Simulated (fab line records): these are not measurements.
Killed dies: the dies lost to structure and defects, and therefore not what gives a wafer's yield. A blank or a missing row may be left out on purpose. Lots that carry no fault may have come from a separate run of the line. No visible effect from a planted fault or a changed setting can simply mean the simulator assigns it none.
One fault through the eyes of 2 desks ; flow sky130 ; each desk has only its own numbers; what lay behind them comes last

## METROLOGY DESK
Lot by lot, what the gauges showed, no matter which tool ran the lot: averages of those sampled wafers that carry a number. If a lot's mean is further than 4 standard deviations from the usual mean, the lot is out of limits and carries the mark OUT (the distance appears in the brackets).
Columns: A = cd nm at SKY_METAL4_CD_MEAS_13, usual 299.7 nm; B = VIA4_W_RS at SKY_VIA4_RS_MEAS_19, usual 0.2289 ohm/sq; C = VIA4_W_THK at SKY_VIA4_THK_MEAS_20, usual 501 nm
lot;first seen here;A;B;C
L133;day 41 18:19;300.2;0.2314;497
L135;day 42 09:32;298.3;0.2262;506
L140;day 43 17:31;299.3;0.2310;495
L141;day 44 12:22;300.6;0.2296;503
L145;day 45 03:17;298.3;0.2289;501
L146;day 45 12:13;301.0;0.2277;501
L148;day 45 21:06;301.0;0.2279;501
L154;day 47 06:46;300.4;0.5339 (+99 or more) OUT;280 (-46) OUT
L155;day 47 11:08;298.9;0.6634 (+99 or more) OUT;174 (-68) OUT
L156;day 47 15:19;299.8;0.2292;497
This desk reports L154, L155 out of limits; the earliest was L154 at day 48 04:27 (VIA4_W_RS at SKY_VIA4_RS_MEAS_19). L133, L135, L140, L141, L145, L146, L148, L156 stayed within limits.

## TOOL OWNER'S DESK, cvd w-01
The tool's own readings at SKY_VIA4_CVD_18 (deposits W, target thk 505 nm, time 152.14 s): means of the sampled wafers that have a number, for each lot that ran on this tool. If a lot's mean is further than 4 standard deviations from the usual mean, the lot is out of limits and carries the mark OUT (the distance appears in the brackets).
Columns: A = chamber pressure Torr at SKY_VIA4_CVD_18, usual 40.01 Torr; B = heater power outer w at SKY_VIA4_CVD_18, usual 487 W; C = heater power w at SKY_VIA4_CVD_18, usual 795 W; D = susceptor temp C at SKY_VIA4_CVD_18, usual 400.00 C
lot;first seen here;A;B;C;D
L135;day 43 11:55;40.05;466;773;399.85
L146;day 46 12:20;39.99;497;791;399.93
L154;day 48 04:17;39.98;375;622 (-6.7) OUT;363.73 (-99 or more) OUT
L155;day 48 09:19;40.00;336 (-5.4) OUT;561 (-9.0) OUT;345.59 (-99 or more) OUT
This desk finds L154, L155 out of limits, L154 being first, at day 48 04:17 (heater power w at SKY_VIA4_CVD_18). L135, L146 stayed within limits.

## TAKEN TOGETHER
The tool owner's desk had the chance to raise an alarm at day 48 04:17 on L154, L155.
An alarm was possible from the metrology desk at day 48 04:27, on L154, L155.
On cvd w-01, each named lot ran SKY_VIA4_CVD_18.

## WHAT THE SIMULATOR PUT IN
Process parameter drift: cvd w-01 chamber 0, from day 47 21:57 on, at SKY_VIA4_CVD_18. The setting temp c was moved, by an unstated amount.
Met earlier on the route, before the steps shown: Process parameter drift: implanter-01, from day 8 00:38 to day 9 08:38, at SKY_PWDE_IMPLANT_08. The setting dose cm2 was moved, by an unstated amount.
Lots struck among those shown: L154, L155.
Fault start to first reading out of limits, in hours, per desk: tool owner, 6; metrology, 6.
